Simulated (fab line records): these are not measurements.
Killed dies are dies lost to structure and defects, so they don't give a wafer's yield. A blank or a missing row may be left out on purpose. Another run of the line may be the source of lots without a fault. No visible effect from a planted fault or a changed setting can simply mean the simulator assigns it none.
Which tool is to blame? | flow sky130 | 12 lots, 36 wafers sampled, at 6 steps of a route of 708

== WHAT THE GAUGES READ, wafer by wafer ==
SKY_LDD_HVP_OVL_MEAS_07.
lot  | measured     | on         | LDD_HVP_OVL (nm)
L157 | day 21 17:39 | overlay-02 | 2.6 1.7 1.1
L158 | day 22 01:10 | overlay-01 | 1.6 0.7 1.8
L159 | day 22 15:52 | overlay-02 | 0.3 1.4 0.1
L160 | day 22 16:10 | overlay-01 | 1.0 1.2 0.6
L164 | day 24 15:02 | overlay-02 | 0.6 0.8 0.2
L165 | day 24 22:54 | overlay-02 | 0.8 2.5 2.4
L166 | day 25 06:16 | overlay-02 | 1.4 2.2 0.3
L167 | day 25 13:37 | overlay-02 | -0.9 0.1 0.9
L168 | day 26 04:07 | overlay-02 | -1.8 -0.6 -0.2
L175 | day 28 10:16 | overlay-01 | -2.3 -2.4 -1.3
L179 | day 29 04:47 | overlay-02 | 1.2 -0.4 -0.2
L178 | day 29 05:40 | overlay-01 | -0.8 -0.2 -0.7

SKY_LDD_LDN_OVL_MEAS_07.
lot  | measured     | on         | LDD_LDN_OVL (nm)
L157 | day 23 00:39 | overlay-01 | -0.8 -1.8 -1.9
L158 | day 23 08:04 | overlay-02 | -1.1 -1.4 -0.2
L159 | day 23 22:00 | overlay-01 | 0.8 1.2 0.8
L160 | day 23 22:31 | overlay-02 | 1.9 2.8 2.1
L164 | day 25 20:20 | overlay-01 | -1.9 1.9 1.3
L165 | day 26 04:16 | overlay-01 | 1.1 -0.7 -0.6
L166 | day 26 11:16 | overlay-01 | 1.9 0.9 2.5
L167 | day 26 18:52 | overlay-01 | -1.3 -0.2 -3.5
L168 | day 27 09:24 | overlay-02 | -0.3 0.6 0.7
L175 | day 29 15:10 | overlay-02 | 2.9 0.9 1.5
L179 | day 30 08:52 | overlay-02 | 2.1 1.1 2.1
L178 | day 30 09:28 | overlay-01 | 1.6 0.8 -0.1

SKY_SPACER_THK_MEAS_01.
lot  | measured     | on           | SPACER_CVD_00_THK (nm)
L157 | day 23 02:43 | filmMetro-04 | 43.2 42.9 43.0
L158 | day 23 10:08 | filmMetro-03 | 43.9 43.7 43.2
L159 | day 24 01:18 | filmMetro-01 | 43.4 43.5 43.7
L160 | day 24 01:18 | filmMetro-03 | 43.7 43.6 43.8
L164 | day 25 22:50 | filmMetro-03 | 42.7 42.7 42.4
L165 | day 26 06:19 | filmMetro-04 | 43.0 43.0 43.1
L166 | day 26 13:47 | filmMetro-04 | 43.2 42.9 43.1
L167 | day 26 21:41 | filmMetro-03 | 42.7 42.8 42.9
L168 | day 27 11:28 | filmMetro-03 | 42.5 42.5 42.7
L175 | day 29 17:31 | filmMetro-04 | 43.5 43.4 43.3
L179 | day 30 10:55 | filmMetro-03 | 42.0 42.2 41.8
L178 | day 30 12:07 | filmMetro-04 | 43.2 43.0 43.0

SKY_SD_N_RS_MEAS_17: the measuring method here is four-point-probe.
lot  | measured     | on           | SD_P_RS (ohm/sq)
L157 | day 28 00:35 | filmMetro-01 | 147.1 146.9 148.1
L158 | day 28 06:15 | filmMetro-02 | 147.2 147.6 147.3
L159 | day 28 23:07 | filmMetro-03 | 147.1 146.9 146.6
L160 | day 28 22:35 | filmMetro-01 | 146.9 147.4 147.4
L164 | day 30 16:19 | filmMetro-03 | 147.6 147.2 146.9
L165 | day 31 01:29 | filmMetro-02 | 147.0 147.3 147.5
L166 | day 31 07:44 | filmMetro-01 | 147.5 147.3 147.3
L167 | day 31 14:36 | filmMetro-03 | 148.5 148.0 146.3
L168 | day 32 03:55 | filmMetro-02 | 147.2 148.7 147.7
L175 | day 34 08:43 | filmMetro-02 | 146.9 146.9 146.9
L179 | day 35 00:31 | filmMetro-02 | 147.2 147.1 146.4
L178 | day 35 00:39 | filmMetro-01 | 147.5 146.8 147.7

== WHICH TOOL RAN EACH LOT (tool, then ch and the chambers of the sampled wafers, then the start) ==
lot  | SKY_SD_P_IMPLANT_09             | SKY_SD_P_STRIP_10
L157 | implanter-01 ch 0, day 25 13:59 | plasmaAsher-04 ch 0,1, day 25 14:08
L158 | implanter-03 ch 0, day 25 20:53 | plasmaAsher-03 ch 0, day 25 21:01
L159 | implanter-02 ch 0, day 26 12:50 | plasmaAsher-04 ch 0,1, day 26 12:59
L160 | implanter-02 ch 0, day 26 12:31 | plasmaAsher-03 ch 0,1, day 26 12:40
L164 | implanter-03 ch 0, day 28 07:52 | plasmaAsher-01 ch 0,1, day 28 08:00
L165 | implanter-03 ch 0, day 28 16:37 | plasmaAsher-04 ch 0,1, day 28 16:46
L166 | implanter-02 ch 0, day 28 23:34 | plasmaAsher-03 ch 0,1, day 28 23:43
L167 | implanter-03 ch 0, day 29 06:37 | plasmaAsher-01 ch 0,1, day 29 06:44
L168 | implanter-03 ch 0, day 29 19:59 | plasmaAsher-03 ch 0,1, day 29 20:08
L175 | implanter-02 ch 0, day 32 01:46 | plasmaAsher-03 ch 0,1, day 32 01:55
L179 | implanter-01 ch 0, day 32 17:50 | plasmaAsher-01 ch 0,1, day 32 17:58
L178 | implanter-03 ch 0, day 32 19:15 | plasmaAsher-03 ch 0,1, day 32 19:23
- SKY_SD_P_IMPLANT_09
- SKY_SD_P_STRIP_10: strips in O2/N2.

== WHAT THE TOOLS THEMSELVES READ (means of the sampled wafers that have a number; where no wafer has one, the mark that the record gives instead) ==
SKY_SD_P_STRIP_10.
lot  | tool           | drypumpMotorCurrentA (A) | oesProductAu (a.u.) | stripTimeToEndpointS (s)
L157 | plasmaAsher-04 | 5.8                      | 0.618               | 17.48
L158 | plasmaAsher-03 | 6.1                      | 0.616               | 17.51
L159 | plasmaAsher-04 | 5.9                      | 0.617               | 17.49
L160 | plasmaAsher-03 | 6.2                      | 0.618               | 17.43
L164 | plasmaAsher-01 | 5.3                      | 0.620               | 17.48
L165 | plasmaAsher-04 | 5.7                      | 0.621               | 17.46
L166 | plasmaAsher-03 | 6.2                      | 0.614               | 17.50
L167 | plasmaAsher-01 | 5.3                      | 0.622               | 17.38
L168 | plasmaAsher-03 | 6.2                      | 0.620               | 17.43
L175 | plasmaAsher-03 | 6.2                      | 0.616               | 17.51
L179 | plasmaAsher-01 | 5.3                      | 0.616               | 17.54
L178 | plasmaAsher-03 | 6.3                      | 0.618               | 17.47

== THE ANSWER, worked out from the rows above alone ==
Rule: usual is defined by the lots themselves. The widest of any qualifying gaps counts: lots, ordered by their means at a reading, are off when they make up no more than a third of the lots, leave a main group of 4 or more, and stand apart from it by 3 or more times the standard deviation of that group's means. Not used: any main group whose means are identical at the precision the tables above print for the reading. Also off: a lot with no number at a reading for which 4 or more lots have one. The other lots that the step has rows for count as sound. Order of review: gauges by route order, followed by the tools' own readings, for which a lot's mean as printed above is used. At the first step where some lot is off, the reading lying furthest off is the one used; lots without a number count as furthest.
Across all readings shown, no lot is off: no conclusion can be drawn from this.

== WHAT WAS PUT IN BY THE SIMULATOR ==
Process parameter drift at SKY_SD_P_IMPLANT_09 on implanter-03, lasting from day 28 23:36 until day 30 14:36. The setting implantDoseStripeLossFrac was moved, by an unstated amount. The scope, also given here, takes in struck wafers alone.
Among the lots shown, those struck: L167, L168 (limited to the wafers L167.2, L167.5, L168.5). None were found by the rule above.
